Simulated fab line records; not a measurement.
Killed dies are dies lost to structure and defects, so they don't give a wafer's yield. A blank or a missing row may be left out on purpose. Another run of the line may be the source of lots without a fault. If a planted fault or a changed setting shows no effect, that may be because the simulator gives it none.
Problem report, 8D (eight disciplines) form, completed by code || flow sky130 || the parts of the form that need people (team, actions taken, sign-off) are left out

## 1. THE ISSUE
SONOS_ONO_CVD_04_THK at SKY_SONOS_ONO_THK_MEAS_05 reads a mean of 7.40 nm on 3 wafers of 1 lot; wafers without a fault read 5.77 nm with a standard deviation of 0.12. That is +14 standard deviations from the usual mean.
The first sign was on wafer L706.3 at day 14 09:49, on filmMetro-04. At this step, 36 wafers from 12 lots have a number in the record. Rule for "out", or "out of limits": more than 4 standard deviations from the usual mean. All remaining wafers that have a number are taken as sound.

## 2. WHAT IT IS, AND WHAT IT ISN'T
{"question": "which readings at this step", "is": "SONOS_ONO_CVD_04_THK", "is not": "-"}
{"question": "which lots", "is": "L706", "is not": "L698, L699, L701, L702, L703, L714, L715, L716, L718, L720, L721"}
{"question": "which wafers of those lots", "is": "all that have a number", "is not": "-"}
{"question": "read on which gauges", "is": "filmMetro-04", "is not": "filmMetro-02, filmMetro-03"}
{"question": "when", "is": "from day 14 09:49", "is not": "up to then (15 sound wafers); but 18 sound wafers of L714, L715, L716, L718, L720, L721 came after"}

## 3. THE SUSPECTS, EACH WITH WHAT RULES IT OUT
Counting: a tool at any process step up to the reading remains a suspect when it ran all the lots that are out and ran no sound lot after the first of those.
- the gauge at SKY_SONOS_ONO_THK_MEAS_05: kept. All the wafers that are out were read on filmMetro-04, and no step on other tools shows them out.
- lpcvd-03 at SKY_SONOS_ONO_CVD_04 (deposits SiO2 from SiH4/N2O, target thk 5.7199 nm): ruled out as a lasting fault. After its first lot that is out, L706 (day 14 08:32), sound lots L714, L715, L716, L718, L720, L721 ran on it.
The count leaves filmMetro-04 at SKY_SONOS_ONO_THK_MEAS_05.

## 4. THE CAUSE (what the simulator had put in)
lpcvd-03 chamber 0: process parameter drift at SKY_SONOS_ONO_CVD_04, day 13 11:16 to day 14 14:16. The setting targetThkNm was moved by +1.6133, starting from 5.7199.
The count ruled it out by mistake, since the rule takes a fault to strike every lot its tool runs from the start of the fault on, and this one did not do so.

## 5. SEQUENCE OF EFFECTS, ordered by route
One row per reading whose mean, taken over the struck wafers that have a number, lies over 3 standard deviations from the usual. Scope: only readings with a usual standard deviation given in the record; hours: median across lots of the time from each lot's start at the first step in this table that gives one to its start at this step; sigmas: change in usual standard deviations.
{"hours": 0, "step": "SKY_SONOS_ONO_THK_MEAS_05", "reading": "SONOS_ONO_CVD_04_THK", "usual": "5.77 nm", "on struck wafers": 7.40, "change": "+1.63", "sigmas": "+14"}
At these later measuring or inspecting steps, every struck wafer for which the step has a row has a number for every such reading, and none has moved that far: SKY_POLY_GATE_CD_MEAS_13, SKY_LI_CONTACT_OVL_MEAS_13.

## 6. WHAT WOULD HAVE CAUGHT IT SOONER
23 hours passed between the start of the fault at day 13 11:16 and the first reading out of limits at a measuring or inspecting step in this record, taken at day 14 09:49.
No tool reading at SKY_SONOS_ONO_CVD_04 that has a usual standard deviation in the record was out on any struck wafer, so an alarm limit of 4 standard deviations on those readings would not have fired.
